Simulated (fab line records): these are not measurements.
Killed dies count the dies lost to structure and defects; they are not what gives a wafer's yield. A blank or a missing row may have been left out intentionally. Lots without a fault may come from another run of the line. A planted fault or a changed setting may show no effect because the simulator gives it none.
fab line records / flow sfqLine
[record] lots = 6 wafers = 18 lastDay = 83
route steps=325 shown R5@224 I5@228
lots with no fault: from the same line, run without faults
startH: the number of hours between the record's first day and the start of the first shown wafer of the lot / waitH: hours since the lot's step before / " identical to the entry in the row above / L1.1+2: several wafers, shown together as one row / - either no value or no given start / * or withheld: withheld / < > ~ a bound
route shown NAME@n: a module of which the file shows steps, and the number in the route of the first / usual: mean and standard deviation over wafers with no fault / same: alike in all rows / chamber/n: place in a boat / sites: the reading at each site / _std_site: the standard deviation of these / _edge_site: mean of outer sites minus mean of inner sites / radiusMm: how far each site lies from the wafer's centre / mask NAME#n: copy n / behind: the last tool/chamber to shape the wafer / hold: why the lot was held/for how many hours/how that ended / device: names the non-switching transistor (n, p or np) / end of line: the same wafers' tests at the end of the route / where a step has no rows: the recipe by itself / killed: not the wafer's yield, but the dies lost to structure and defects at the first sort / map: per-die view of a wafer (x killed, . not killed, _ where there is no die)
set.NAME: setting as actually run; set.NAME@STEP: the setting as run at that earlier step / model.NAME: the simulator's own value behind a step, which no gauge read
lots at selected steps of the route; one table per step, one row per wafer
services: when a tool's chamber went out of use (startH, in hours from the record's first day, below 0 if earlier), for how many hours, and the reason
[[steps]]
[step SFQ_TRILAYER_R5_BARC_OPEN_METAL_ETCH_177]
[recipe] maskMaterial = PR chemistry = O2 targetDepthNm = 125 target = BARC icpW = 600 biasW = 80 pressureMtorr = 10 timeS = 41.7
[usual] drypumpMotorCurrentA = 5.32/0.17 oesProductAu = 0.686/0.0047 rfFwdPowerW = 593/3.5
lot.wafer=L670.1 tool=rieMetal-02 chamber=0 startH=1266.28 waitH=0.0 drypumpMotorCurrentA=5.28 oesProductAu=0.690 rfFwdPowerW=588 rfHoursCounterH=59
lot.wafer=L670.3 tool=rieMetal-02 chamber=0 startH=1266.28 waitH=0.0 drypumpMotorCurrentA=5.27 oesProductAu=0.690 rfFwdPowerW=589 rfHoursCounterH=-
lot.wafer=L670.4 tool=rieMetal-02 chamber=1 startH=1266.28 waitH=0.0 drypumpMotorCurrentA=5.26 oesProductAu=0.688 rfFwdPowerW=595 rfHoursCounterH=-
lot.wafer=L676.1 tool=rieMetal-02 chamber=0 startH=1451.53 waitH=0.0 drypumpMotorCurrentA=5.29 oesProductAu=0.690 rfFwdPowerW=588 rfHoursCounterH=88
lot.wafer=L676.2 tool=rieMetal-02 chamber=1 startH=1451.53 waitH=0.0 drypumpMotorCurrentA=5.27 oesProductAu=0.684 rfFwdPowerW=593 rfHoursCounterH=130
lot.wafer=L676.6 tool=rieMetal-02 chamber=0 startH=1451.53 waitH=0.0 drypumpMotorCurrentA=5.28 oesProductAu=0.685 rfFwdPowerW=588 rfHoursCounterH=-
lot.wafer=L677.1 tool=rieMetal-04 chamber=1 startH=1465.93 waitH=0.0 drypumpMotorCurrentA=5.45 oesProductAu=0.680 rfFwdPowerW=595 rfHoursCounterH=11
lot.wafer=L677.4 tool=rieMetal-04 chamber=1 startH=1465.93 waitH=0.0 drypumpMotorCurrentA=5.44 oesProductAu=0.679 rfFwdPowerW=597 rfHoursCounterH=-
lot.wafer=L677.6 tool=rieMetal-04 chamber=1 startH=1465.93 waitH=0.0 drypumpMotorCurrentA=5.42 oesProductAu=0.683 rfFwdPowerW=593 rfHoursCounterH=-
lot.wafer=L679.2 tool=rieMetal-02 chamber=1 startH=1481.45 waitH=0.0 drypumpMotorCurrentA=5.27 oesProductAu=0.688 rfFwdPowerW=595 rfHoursCounterH=135
lot.wafer=L679.5 tool=rieMetal-02 chamber=0 startH=1481.45 waitH=0.0 drypumpMotorCurrentA=5.28 oesProductAu=0.694 rfFwdPowerW=586 rfHoursCounterH=-
lot.wafer=L679.6 tool=rieMetal-02 chamber=1 startH=1481.45 waitH=0.0 drypumpMotorCurrentA=5.25 oesProductAu=0.681 rfFwdPowerW=591 rfHoursCounterH=-
lot.wafer=L683.1 tool=rieMetal-02 chamber=1 startH=1504.11 waitH=0.0 drypumpMotorCurrentA=5.24 oesProductAu=0.686 rfFwdPowerW=589 rfHoursCounterH=138
lot.wafer=L683.2 tool=rieMetal-02 chamber=0 startH=1504.11 waitH=0.0 drypumpMotorCurrentA=5.28 oesProductAu=0.680 rfFwdPowerW=588 rfHoursCounterH=96
lot.wafer=L683.4 tool=rieMetal-02 chamber=1 startH=1504.11 waitH=0.0 drypumpMotorCurrentA=5.24 oesProductAu=0.692 rfFwdPowerW=592 rfHoursCounterH=-
lot.wafer=L689.2 tool=rieMetal-02 chamber=0 startH=1534.38 waitH=0.0 drypumpMotorCurrentA=5.29 oesProductAu=0.689 rfFwdPowerW=588 rfHoursCounterH=-
lot.wafer=L689.4 tool=rieMetal-02 chamber=0 startH=1534.38 waitH=0.0 drypumpMotorCurrentA=5.30 oesProductAu=0.688 rfFwdPowerW=587 rfHoursCounterH=-
lot.wafer=L689.6 tool=rieMetal-02 chamber=0 startH=1534.38 waitH=0.0 drypumpMotorCurrentA=5.29 oesProductAu=0.691 rfFwdPowerW=590 rfHoursCounterH=-
[step SFQ_TRILAYER_R5_ETCH_METAL_ETCH_139]
[recipe] stopOn = SiO2 maskMaterial = PR chemistry = Cl2 targetDepthNm = 60 icpW = 608.7 biasW = 80 pressureMtorr = 10 timeS = 40
[usual] drypumpMotorCurrentA = 5.33/0.18 oesProductAu = 0.994/0.005 rfFwdPowerW = 601/3.4
lot.wafer=L670.1 tool=rieMetal-02 chamber=0 startH=1266.34 waitH=0.0 drypumpMotorCurrentA=5.28 oesProductAu=0.994 rfFwdPowerW=596 rfHoursCounterH=59
lot.wafer=L670.3 tool=rieMetal-02 chamber=0 startH=1266.34 waitH=0.0 drypumpMotorCurrentA=5.29 oesProductAu=0.997 rfFwdPowerW=595 rfHoursCounterH=-
lot.wafer=L670.4 tool=rieMetal-02 chamber=1 startH=1266.34 waitH=0.0 drypumpMotorCurrentA=5.26 oesProductAu=0.997 rfFwdPowerW=600 rfHoursCounterH=-
lot.wafer=L676.1 tool=rieMetal-02 chamber=0 startH=1451.59 waitH=0.0 drypumpMotorCurrentA=5.26 oesProductAu=0.994 rfFwdPowerW=594 rfHoursCounterH=88
lot.wafer=L676.2 tool=rieMetal-02 chamber=1 startH=1451.59 waitH=0.0 drypumpMotorCurrentA=5.29 oesProductAu=0.991 rfFwdPowerW=600 rfHoursCounterH=130
lot.wafer=L676.6 tool=rieMetal-02 chamber=0 startH=1451.59 waitH=0.0 drypumpMotorCurrentA=5.27 oesProductAu=0.998 rfFwdPowerW=596 rfHoursCounterH=-
lot.wafer=L677.1 tool=rieMetal-04 chamber=1 startH=1465.99 waitH=0.0 drypumpMotorCurrentA=5.45 oesProductAu=0.994 rfFwdPowerW=601 rfHoursCounterH=11
lot.wafer=L677.4 tool=rieMetal-04 chamber=1 startH=1465.99 waitH=0.0 drypumpMotorCurrentA=5.46 oesProductAu=1.003 rfFwdPowerW=603 rfHoursCounterH=-
lot.wafer=L677.6 tool=rieMetal-04 chamber=1 startH=1465.99 waitH=0.0 drypumpMotorCurrentA=5.44 oesProductAu=0.993 rfFwdPowerW=600 rfHoursCounterH=-
lot.wafer=L679.2 tool=rieMetal-02 chamber=1 startH=1481.51 waitH=0.0 drypumpMotorCurrentA=5.29 oesProductAu=0.993 rfFwdPowerW=601 rfHoursCounterH=135
lot.wafer=L679.5 tool=rieMetal-02 chamber=0 startH=1481.51 waitH=0.0 drypumpMotorCurrentA=5.31 oesProductAu=0.986 rfFwdPowerW=599 rfHoursCounterH=-
lot.wafer=L679.6 tool=rieMetal-02 chamber=1 startH=1481.51 waitH=0.0 drypumpMotorCurrentA=5.27 oesProductAu=0.991 rfFwdPowerW=600 rfHoursCounterH=-
lot.wafer=L683.1 tool=rieMetal-02 chamber=1 startH=1504.17 waitH=0.0 drypumpMotorCurrentA=5.23 oesProductAu=0.994 rfFwdPowerW=600 rfHoursCounterH=138
lot.wafer=L683.2 tool=rieMetal-02 chamber=0 startH=1504.17 waitH=0.0 drypumpMotorCurrentA=5.30 oesProductAu=0.990 rfFwdPowerW=596 rfHoursCounterH=96
lot.wafer=L683.4 tool=rieMetal-02 chamber=1 startH=1504.17 waitH=0.0 drypumpMotorCurrentA=5.26 oesProductAu=0.985 rfFwdPowerW=605 rfHoursCounterH=-
lot.wafer=L689.2 tool=rieMetal-02 chamber=0 startH=1534.50 waitH=0.1 drypumpMotorCurrentA=5.29 oesProductAu=0.979 rfFwdPowerW=594 rfHoursCounterH=-
lot.wafer=L689.4 tool=rieMetal-02 chamber=0 startH=1534.50 waitH=0.1 drypumpMotorCurrentA=5.28 oesProductAu=0.987 rfFwdPowerW=597 rfHoursCounterH=-
lot.wafer=L689.6 tool=rieMetal-02 chamber=0 startH=1534.50 waitH=0.1 drypumpMotorCurrentA=5.29 oesProductAu=0.997 rfFwdPowerW=594 rfHoursCounterH=-
[step SFQ_TRILAYER_R5_STRIP_STRIP_140]
[recipe] gas = O2 powerW = 200 platenTempC = 40 overashFraction = 0.65 chemistry = O2 pressureMtorr = 50
[usual] drypumpMotorCurrentA = 5.33/0.18 oesProductAu = 1.000/0.0071 platenTempC = 40.00/0.11
[same] overashFraction = 0.65
lot.wafer=L670.1 tool=rieMetal-02 chamber=0 startH=1266.40 waitH=0.0 drypumpMotorCurrentA=5.30 oesProductAu=1.002 platenTempC=40.17 rfHoursCounterH=59
lot.wafer=L670.3 tool=rieMetal-02 chamber=0 startH=1266.40 waitH=0.0 drypumpMotorCurrentA=5.30 oesProductAu=0.999 platenTempC=40.01 rfHoursCounterH=-
lot.wafer=L670.4 tool=rieMetal-02 chamber=1 startH=1266.40 waitH=0.0 drypumpMotorCurrentA=5.30 oesProductAu=0.999 platenTempC=40.09 rfHoursCounterH=-
lot.wafer=L676.1 tool=rieMetal-02 chamber=0 startH=1451.65 waitH=0.0 drypumpMotorCurrentA=5.30 oesProductAu=1.003 platenTempC=39.97 rfHoursCounterH=88
lot.wafer=L676.2 tool=rieMetal-02 chamber=1 startH=1451.65 waitH=0.0 drypumpMotorCurrentA=5.26 oesProductAu=0.994 platenTempC=40.05 rfHoursCounterH=130
lot.wafer=L676.6 tool=rieMetal-02 chamber=0 startH=1451.65 waitH=0.0 drypumpMotorCurrentA=5.28 oesProductAu=1.006 platenTempC=39.91 rfHoursCounterH=-
lot.wafer=L677.1 tool=rieMetal-04 chamber=1 startH=1466.05 waitH=0.0 drypumpMotorCurrentA=5.43 oesProductAu=0.993 platenTempC=39.86 rfHoursCounterH=11
lot.wafer=L677.4 tool=rieMetal-04 chamber=1 startH=1466.05 waitH=0.0 drypumpMotorCurrentA=5.42 oesProductAu=1.000 platenTempC=39.94 rfHoursCounterH=-
lot.wafer=L677.6 tool=rieMetal-04 chamber=1 startH=1466.05 waitH=0.0 drypumpMotorCurrentA=5.43 oesProductAu=0.994 platenTempC=39.93 rfHoursCounterH=-
lot.wafer=L679.2 tool=rieMetal-02 chamber=1 startH=1481.56 waitH=0.0 drypumpMotorCurrentA=5.26 oesProductAu=0.994 platenTempC=40.06 rfHoursCounterH=135
lot.wafer=L679.5 tool=rieMetal-02 chamber=0 startH=1481.56 waitH=0.0 drypumpMotorCurrentA=5.30 oesProductAu=1.011 platenTempC=40.05 rfHoursCounterH=-
lot.wafer=L679.6 tool=rieMetal-02 chamber=1 startH=1481.56 waitH=0.0 drypumpMotorCurrentA=5.23 oesProductAu=0.994 platenTempC=40.05 rfHoursCounterH=-
lot.wafer=L683.1 tool=rieMetal-02 chamber=1 startH=1504.23 waitH=0.0 drypumpMotorCurrentA=5.25 oesProductAu=0.993 platenTempC=39.92 rfHoursCounterH=138
lot.wafer=L683.2 tool=rieMetal-02 chamber=0 startH=1504.23 waitH=0.0 drypumpMotorCurrentA=5.30 oesProductAu=1.006 platenTempC=39.95 rfHoursCounterH=96
lot.wafer=L683.4 tool=rieMetal-02 chamber=1 startH=1504.23 waitH=0.0 drypumpMotorCurrentA=5.27 oesProductAu=0.998 platenTempC=39.94 rfHoursCounterH=-
lot.wafer=L689.2 tool=rieMetal-02 chamber=0 startH=1534.79 waitH=0.3 drypumpMotorCurrentA=5.28 oesProductAu=1.007 platenTempC=40.01 rfHoursCounterH=-
lot.wafer=L689.4 tool=rieMetal-02 chamber=0 startH=1534.79 waitH=0.3 drypumpMotorCurrentA=5.29 oesProductAu=0.996 platenTempC=39.92 rfHoursCounterH=-
lot.wafer=L689.6 tool=rieMetal-02 chamber=0 startH=1534.79 waitH=0.3 drypumpMotorCurrentA=5.28 oesProductAu=0.991 platenTempC=40.20 rfHoursCounterH=-
[step SFQ_TRILAYER_R5_STRIP_SOLV_CLEAN_141]
[recipe] chemistry = NMP tempC = 70 timeS = 600
[step SFQ_TRILAYER_A5C_DEP_PECVD_142]
[recipe] material = SiO2 tempC = 150 timeS = 15.556 pressureTorr = 2.4 rfW = 183.3 precursor = SiH4/N2O targetThkNm = 70
[usual] heaterPowerW = 82/7.5 throttleValvePct = 25.1/0.78
lot.wafer=L670.1 tool=pecvd-01 chamber=0 startH=1267.17 waitH=0.0 heaterPowerW=71 throttleValvePct=24.6
lot.wafer=L670.3 tool=pecvd-01 chamber=1 startH=1267.17 waitH=0.0 heaterPowerW=85 throttleValvePct=24.8
lot.wafer=L670.4 tool=pecvd-01 chamber=2 startH=1267.17 waitH=0.0 heaterPowerW=85 throttleValvePct=25.0
lot.wafer=L676.1 tool=pecvd-01 chamber=0 startH=1452.43 waitH=0.0 heaterPowerW=83 throttleValvePct=25.0
lot.wafer=L676.2 tool=pecvd-01 chamber=1 startH=1452.43 waitH=0.0 heaterPowerW=91 throttleValvePct=24.9
lot.wafer=L676.6 tool=pecvd-01 chamber=2 startH=1452.43 waitH=0.0 heaterPowerW=72 throttleValvePct=25.4
lot.wafer=L677.1 tool=pecvd-01 chamber=2 startH=1466.83 waitH=0.0 heaterPowerW=71 throttleValvePct=25.4
lot.wafer=L677.4 tool=pecvd-01 chamber=2 startH=1466.83 waitH=0.0 heaterPowerW=73 throttleValvePct=25.2
lot.wafer=L677.6 tool=pecvd-01 chamber=1 startH=1466.83 waitH=0.0 heaterPowerW=82 throttleValvePct=25.1
lot.wafer=L679.2 tool=pecvd-01 chamber=2 startH=1482.34 waitH=0.0 heaterPowerW=70 throttleValvePct=25.4
lot.wafer=L679.5 tool=pecvd-01 chamber=0 startH=1482.34 waitH=0.0 heaterPowerW=75 throttleValvePct=24.7
lot.wafer=L679.6 tool=pecvd-01 chamber=2 startH=1482.34 waitH=0.0 heaterPowerW=70 throttleValvePct=25.3
lot.wafer=L683.1 tool=pecvd-01 chamber=0 startH=1505.21 waitH=0.0 heaterPowerW=81 throttleValvePct=24.9
lot.wafer=L683.2 tool=pecvd-01 chamber=1 startH=1505.21 waitH=0.0 heaterPowerW=92 throttleValvePct=25.0
lot.wafer=L683.4 tool=pecvd-01 chamber=2 startH=1505.21 waitH=0.0 heaterPowerW=77 throttleValvePct=25.4
lot.wafer=L689.2 tool=pecvd-01 chamber=0 startH=1535.98 waitH=0.0 heaterPowerW=79 throttleValvePct=25.1
lot.wafer=L689.4 tool=pecvd-01 chamber=2 startH=1535.98 waitH=0.0 heaterPowerW=84 throttleValvePct=25.4
lot.wafer=L689.6 tool=pecvd-01 chamber=1 startH=1535.98 waitH=0.0 heaterPowerW=85 throttleValvePct=25.5
[step SFQ_TRILAYER_I5_LITHO_COAT_149]
[recipe] resist = BARC spinRpm = 3000 resistThkNm = 62
[step SFQ_TRILAYER_I5_LITHO_COAT_144]
[recipe] resist = KrF spinRpm = 3000 resistThkNm = 650
[step SFQ_TRILAYER_I5_LITHO_SOFTBAKE_148]
[recipe] tempC = withheld timeS = withheld resist = KrF
[step SFQ_TRILAYER_I5_LITHO_EXPOSE_145]
[recipe] maskId = I5 na = 0.6 sourceShape = conventional sigmaOuter = 0.65 targetCdNm = 700 doseMj = 21.3
[step SFQ_TRILAYER_I5_LITHO_PEB_147]
[recipe] pebTempC = 115 pebTimeS = 60 resist = KrF
[step SFQ_TRILAYER_I5_LITHO_DEVELOP_146]
[recipe] timeS = 60 resist = KrF
[step SFQ_I5_OVL_MEAS_936]
[usual] I5_OVL = 1/6.5
lot.wafer=L670.1 tool=overlay-01 chamber=- startH=1395.10 waitH=0.1 I5_OVL[nm]=3
lot.wafer=L670.3 tool=overlay-01 chamber=- startH=1395.10 waitH=0.1 I5_OVL[nm]=-4
lot.wafer=L670.4 tool=overlay-01 chamber=- startH=1395.10 waitH=0.1 I5_OVL[nm]=0
lot.wafer=L676.1 tool=overlay-01 chamber=- startH=1573.92 waitH=0.1 I5_OVL[nm]=17
lot.wafer=L676.2 tool=overlay-01 chamber=- startH=1573.92 waitH=0.1 I5_OVL[nm]=11
lot.wafer=L676.6 tool=overlay-01 chamber=- startH=1573.92 waitH=0.1 I5_OVL[nm]=7
lot.wafer=L677.1 tool=overlay-01 chamber=- startH=1583.52 waitH=0.1 I5_OVL[nm]=-7
lot.wafer=L677.4 tool=overlay-01 chamber=- startH=1583.52 waitH=0.1 I5_OVL[nm]=-5
lot.wafer=L677.6 tool=overlay-01 chamber=- startH=1583.52 waitH=0.1 I5_OVL[nm]=-4
lot.wafer=L679.2 tool=overlay-02 chamber=- startH=1598.05 waitH=0.1 I5_OVL[nm]=2
lot.wafer=L679.5 tool=overlay-02 chamber=- startH=1598.05 waitH=0.1 I5_OVL[nm]=0
lot.wafer=L679.6 tool=overlay-02 chamber=- startH=1598.05 waitH=0.1 I5_OVL[nm]=2
lot.wafer=L683.1 tool=overlay-02 chamber=- startH=1620.84 waitH=0.1 I5_OVL[nm]=7
lot.wafer=L683.2 tool=overlay-02 chamber=- startH=1620.84 waitH=0.1 I5_OVL[nm]=13
lot.wafer=L683.4 tool=overlay-02 chamber=- startH=1620.84 waitH=0.1 I5_OVL[nm]=8
lot.wafer=L689.2 tool=overlay-02 chamber=- startH=1646.05 waitH=0.1 I5_OVL[nm]=-3
lot.wafer=L689.4 tool=overlay-02 chamber=- startH=1646.05 waitH=0.1 I5_OVL[nm]=-2
lot.wafer=L689.6 tool=overlay-02 chamber=- startH=1646.05 waitH=0.1 I5_OVL[nm]=-5
[step SFQ_TRILAYER_I5_BARC_OPEN_VIA_ETCH_200]
[recipe] maskMaterial = PR chemistry = O2 targetDepthNm = 125 target = BARC sourceW = 500 biasW = 80 pressureMtorr = 30 timeS = 41.7
[usual] drypumpMotorCurrentA = 5.86/0.24 oesProductAu = 0.685/0.0043 rfFwdPowerW = 495.3/2.5
lot.wafer=L670.1 tool=rieDiel-03 chamber=1 startH=1395.13 waitH=0.0 drypumpMotorCurrentA=5.58 oesProductAu=0.681 rfFwdPowerW=490.3 rfHoursCounterH=6 model.KrF_of_TRILAYER_I5_LITHO_COAT_144.thkNm=569.3
lot.wafer=L670.3 tool=rieDiel-03 chamber=0 startH=1395.13 waitH=0.0 drypumpMotorCurrentA=5.94 oesProductAu=0.684 rfFwdPowerW=499.5 rfHoursCounterH=11 model.KrF_of_TRILAYER_I5_LITHO_COAT_144.thkNm=571.1
lot.wafer=L670.4 tool=rieDiel-03 chamber=3 startH=1395.13 waitH=0.0 drypumpMotorCurrentA=6.09 oesProductAu=0.683 rfFwdPowerW=492.7 rfHoursCounterH=12 model.KrF_of_TRILAYER_I5_LITHO_COAT_144.thkNm=569
lot.wafer=L676.1 tool=rieDiel-01 chamber=0 startH=1573.96 waitH=0.0 drypumpMotorCurrentA=6.00 oesProductAu=0.695 rfFwdPowerW=491.0 rfHoursCounterH=24 model.KrF_of_TRILAYER_I5_LITHO_COAT_144.thkNm=572.2
lot.wafer=L676.2 tool=rieDiel-01 chamber=2 startH=1573.96 waitH=0.0 drypumpMotorCurrentA=5.55 oesProductAu=0.688 rfFwdPowerW=494.5 rfHoursCounterH=20 model.KrF_of_TRILAYER_I5_LITHO_COAT_144.thkNm=574.2
lot.wafer=L676.6 tool=rieDiel-01 chamber=0 startH=1573.96 waitH=0.0 drypumpMotorCurrentA=6.00 oesProductAu=0.680 rfFwdPowerW=491.8 rfHoursCounterH=- model.KrF_of_TRILAYER_I5_LITHO_COAT_144.thkNm=572.6
lot.wafer=L677.1 tool=rieDiel-03 chamber=1 startH=1583.56 waitH=0.0 drypumpMotorCurrentA=5.56 oesProductAu=0.689 rfFwdPowerW=573.8 rfHoursCounterH=8 model.KrF_of_TRILAYER_I5_LITHO_COAT_144.thkNm=565
lot.wafer=L677.4 tool=rieDiel-03 chamber=2 startH=1583.56 waitH=0.0 drypumpMotorCurrentA=6.23 oesProductAu=0.689 rfFwdPowerW=573.2 rfHoursCounterH=21 model.KrF_of_TRILAYER_I5_LITHO_COAT_144.thkNm=567.7
lot.wafer=L677.6 tool=rieDiel-03 chamber=0 startH=1583.56 waitH=0.0 drypumpMotorCurrentA=5.95 oesProductAu=0.685 rfFwdPowerW=577.6 rfHoursCounterH=- model.KrF_of_TRILAYER_I5_LITHO_COAT_144.thkNm=567
lot.wafer=L679.2 tool=rieDiel-03 chamber=1 startH=1598.08 waitH=0.0 drypumpMotorCurrentA=5.57 oesProductAu=0.689 rfFwdPowerW=576.0 rfHoursCounterH=8 model.KrF_of_TRILAYER_I5_LITHO_COAT_144.thkNm=564.7
lot.wafer=L679.5 tool=rieDiel-03 chamber=3 startH=1598.08 waitH=0.0 drypumpMotorCurrentA=6.10 oesProductAu=0.684 rfFwdPowerW=575.6 rfHoursCounterH=- model.KrF_of_TRILAYER_I5_LITHO_COAT_144.thkNm=566.9
lot.wafer=L679.6 tool=rieDiel-03 chamber=1 startH=1598.08 waitH=0.0 drypumpMotorCurrentA=5.56 oesProductAu=0.688 rfFwdPowerW=575.3 rfHoursCounterH=- model.KrF_of_TRILAYER_I5_LITHO_COAT_144.thkNm=565.8
lot.wafer=L683.1 tool=rieDiel-04 chamber=2 startH=1620.88 waitH=0.0 drypumpMotorCurrentA=5.96 oesProductAu=0.684 rfFwdPowerW=497.6 rfHoursCounterH=3 model.KrF_of_TRILAYER_I5_LITHO_COAT_144.thkNm=572.7
lot.wafer=L683.2 tool=rieDiel-04 chamber=3 startH=1620.88 waitH=0.0 drypumpMotorCurrentA=5.92 oesProductAu=0.681 rfFwdPowerW=496.9 rfHoursCounterH=5 model.KrF_of_TRILAYER_I5_LITHO_COAT_144.thkNm=571.3
lot.wafer=L683.4 tool=rieDiel-04 chamber=1 startH=1620.88 waitH=0.0 drypumpMotorCurrentA=6.11 oesProductAu=0.686 rfFwdPowerW=498.7 rfHoursCounterH=14 model.KrF_of_TRILAYER_I5_LITHO_COAT_144.thkNm=570.3
lot.wafer=L689.2 tool=rieDiel-04 chamber=3 startH=1646.08 waitH=0.0 drypumpMotorCurrentA=5.93 oesProductAu=0.681 rfFwdPowerW=499.0 rfHoursCounterH=5 model.KrF_of_TRILAYER_I5_LITHO_COAT_144.thkNm=573.7
lot.wafer=L689.4 tool=rieDiel-04 chamber=2 startH=1646.08 waitH=0.0 drypumpMotorCurrentA=5.97 oesProductAu=0.685 rfFwdPowerW=498.8 rfHoursCounterH=4 model.KrF_of_TRILAYER_I5_LITHO_COAT_144.thkNm=571.3
lot.wafer=L689.6 tool=rieDiel-04 chamber=2 startH=1646.08 waitH=0.0 drypumpMotorCurrentA=5.94 oesProductAu=0.686 rfFwdPowerW=498.6 rfHoursCounterH=- model.KrF_of_TRILAYER_I5_LITHO_COAT_144.thkNm=572.9
[step SFQ_TRILAYER_I5_ETCH_VIA_ETCH_147]
[recipe] stopOn = Nb maskMaterial = PR chemistry = CHF3 targetDepthNm = 360 sourceW = 500 biasW = 80 pressureMtorr = 30 timeS = withheld
[usual] drypumpMotorCurrentA = 5.87/0.24 oesProductAu = 0.989/0.0051 rfFwdPowerW = 498.5/1.5
lot.wafer=L670.1 tool=rieDiel-03 chamber=1 startH=1395.17 waitH=0.0 drypumpMotorCurrentA=5.55 oesProductAu=0.995 rfFwdPowerW=497.7
lot.wafer=L670.3 tool=rieDiel-03 chamber=0 startH=1395.17 waitH=0.0 drypumpMotorCurrentA=5.97 oesProductAu=1.000 rfFwdPowerW=501.8
lot.wafer=L670.4 tool=rieDiel-03 chamber=3 startH=1395.17 waitH=0.0 drypumpMotorCurrentA=6.08 oesProductAu=0.989 rfFwdPowerW=498.1
lot.wafer=L676.1 tool=rieDiel-01 chamber=0 startH=1574.00 waitH=0.0 drypumpMotorCurrentA=5.99 oesProductAu=0.985 rfFwdPowerW=498.4
lot.wafer=L676.2 tool=rieDiel-01 chamber=2 startH=1574.00 waitH=0.0 drypumpMotorCurrentA=5.58 oesProductAu=1.000 rfFwdPowerW=499.0
lot.wafer=L676.6 tool=rieDiel-01 chamber=0 startH=1574.00 waitH=0.0 drypumpMotorCurrentA=6.01 oesProductAu=0.990 rfFwdPowerW=495.5
lot.wafer=L677.1 tool=rieDiel-03 chamber=1 startH=1583.60 waitH=0.0 drypumpMotorCurrentA=5.55 oesProductAu=0.986 rfFwdPowerW=500.4
lot.wafer=L677.4 tool=rieDiel-03 chamber=2 startH=1583.60 waitH=0.0 drypumpMotorCurrentA=6.21 oesProductAu=0.979 rfFwdPowerW=497.7
lot.wafer=L677.6 tool=rieDiel-03 chamber=0 startH=1583.60 waitH=0.0 drypumpMotorCurrentA=5.95 oesProductAu=0.987 rfFwdPowerW=498.5
lot.wafer=L679.2 tool=rieDiel-03 chamber=1 startH=1598.12 waitH=0.0 drypumpMotorCurrentA=5.59 oesProductAu=0.993 rfFwdPowerW=498.0
lot.wafer=L679.5 tool=rieDiel-03 chamber=3 startH=1598.12 waitH=0.0 drypumpMotorCurrentA=6.11 oesProductAu=0.998 rfFwdPowerW=497.3
lot.wafer=L679.6 tool=rieDiel-03 chamber=1 startH=1598.12 waitH=0.0 drypumpMotorCurrentA=5.58 oesProductAu=0.988 rfFwdPowerW=496.5
lot.wafer=L683.1 tool=rieDiel-04 chamber=2 startH=1620.92 waitH=0.0 drypumpMotorCurrentA=5.95 oesProductAu=0.986 rfFwdPowerW=501.1
lot.wafer=L683.2 tool=rieDiel-04 chamber=3 startH=1620.92 waitH=0.0 drypumpMotorCurrentA=5.94 oesProductAu=0.987 rfFwdPowerW=496.2
lot.wafer=L683.4 tool=rieDiel-04 chamber=1 startH=1620.92 waitH=0.0 drypumpMotorCurrentA=6.10 oesProductAu=0.984 rfFwdPowerW=496.9
lot.wafer=L689.2 tool=rieDiel-04 chamber=3 startH=1646.12 waitH=0.0 drypumpMotorCurrentA=5.94 oesProductAu=0.975 rfFwdPowerW=499.1
lot.wafer=L689.4 tool=rieDiel-04 chamber=2 startH=1646.12 waitH=0.0 drypumpMotorCurrentA=5.97 oesProductAu=0.984 rfFwdPowerW=499.7
lot.wafer=L689.6 tool=rieDiel-04 chamber=2 startH=1646.12 waitH=0.0 drypumpMotorCurrentA=5.97 oesProductAu=0.988 rfFwdPowerW=500.4
[[services]]
tool=rieDiel-03 chamber=2 startH=1272.09 hours=2.1 kind=repair
tool=rieDiel-03 chamber=- startH=1291.62 hours=2.8 kind=pm
tool=rieDiel-03 chamber=3 startH=1295.52 hours=8.4 kind=repair
tool=rieDiel-03 chamber=2 startH=1302.08 hours=1.6 kind=repair
tool=rieDiel-04 chamber=0 startH=1320.45 hours=1.2 kind=repair
tool=rieDiel-03 chamber=1 startH=1336.69 hours=3.8 kind=repair
tool=rieMetal-02 chamber=0 startH=1347.03 hours=1.9 kind=repair
tool=rieDiel-04 chamber=1 startH=1354.50 hours=4.8 kind=repair
tool=rieMetal-02 chamber=1 startH=1369.94 hours=8.0 kind=repair
tool=rieDiel-03 chamber=3 startH=1379.90 hours=5.3 kind=repair
tool=rieDiel-04 chamber=- startH=1387.97 hours=1.5 kind=repair
tool=rieDiel-04 chamber=- startH=1397.97 hours=2.8 kind=pm
tool=rieDiel-04 chamber=0 startH=1449.67 hours=3.3 kind=repair
tool=rieDiel-03 chamber=1 startH=1484.78 hours=2.3 kind=repair
tool=rieDiel-03 chamber=- startH=1496.81 hours=0.4 kind=repair
tool=rieDiel-04 chamber=1 startH=1513.49 hours=5.4 kind=repair
tool=rieDiel-03 chamber=0 startH=1522.79 hours=3.0 kind=repair
tool=pecvd-01 chamber=- startH=1554.56 hours=1.0 kind=repair
tool=pecvd-01 chamber=- startH=1571.57 hours=14.6 kind=pm
tool=rieDiel-04 chamber=1 startH=1573.06 hours=7.8 kind=repair
tool=rieDiel-03 chamber=- startH=1616.74 hours=0.8 kind=repair
tool=pecvd-01 chamber=2 startH=1616.84 hours=8.5 kind=repair
tool=rieDiel-03 chamber=3 startH=1620.23 hours=11.1 kind=repair
tool=rieMetal-02 chamber=- startH=1635.51 hours=0.7 kind=repair
[[key]]
[firstSign] step = SFQ_TRILAYER_I5_BARC_OPEN_VIA_ETCH_200 reading = rfFwdPowerW direction = up sigmas = 32 usual = 495.3 struck = 575.3
effect none on later readings
[modelEffect] step = SFQ_TRILAYER_I5_BARC_OPEN_VIA_ETCH_200 value = KrF_of_TRILAYER_I5_LITHO_COAT_144.thkNm without = 573.5 struck = 566.2
metAt SFQ_TRILAYER_I5_BARC_OPEN_VIA_ETCH_200
struckWafers L677.1,L677.4,L677.6,L679.2,L679.5,L679.6
onsetBetween 1395.13 1583.56
[fault] kind = processParameterDrift tool = rieDiel-03 chamber = - onsetH = 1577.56 steps = SFQ_TRILAYER_I5_BARC_OPEN_VIA_ETCH_200 channel = sourceW offset = 80 shape = step endH = 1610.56 actsIn = theseRecipesOnly stated = 500
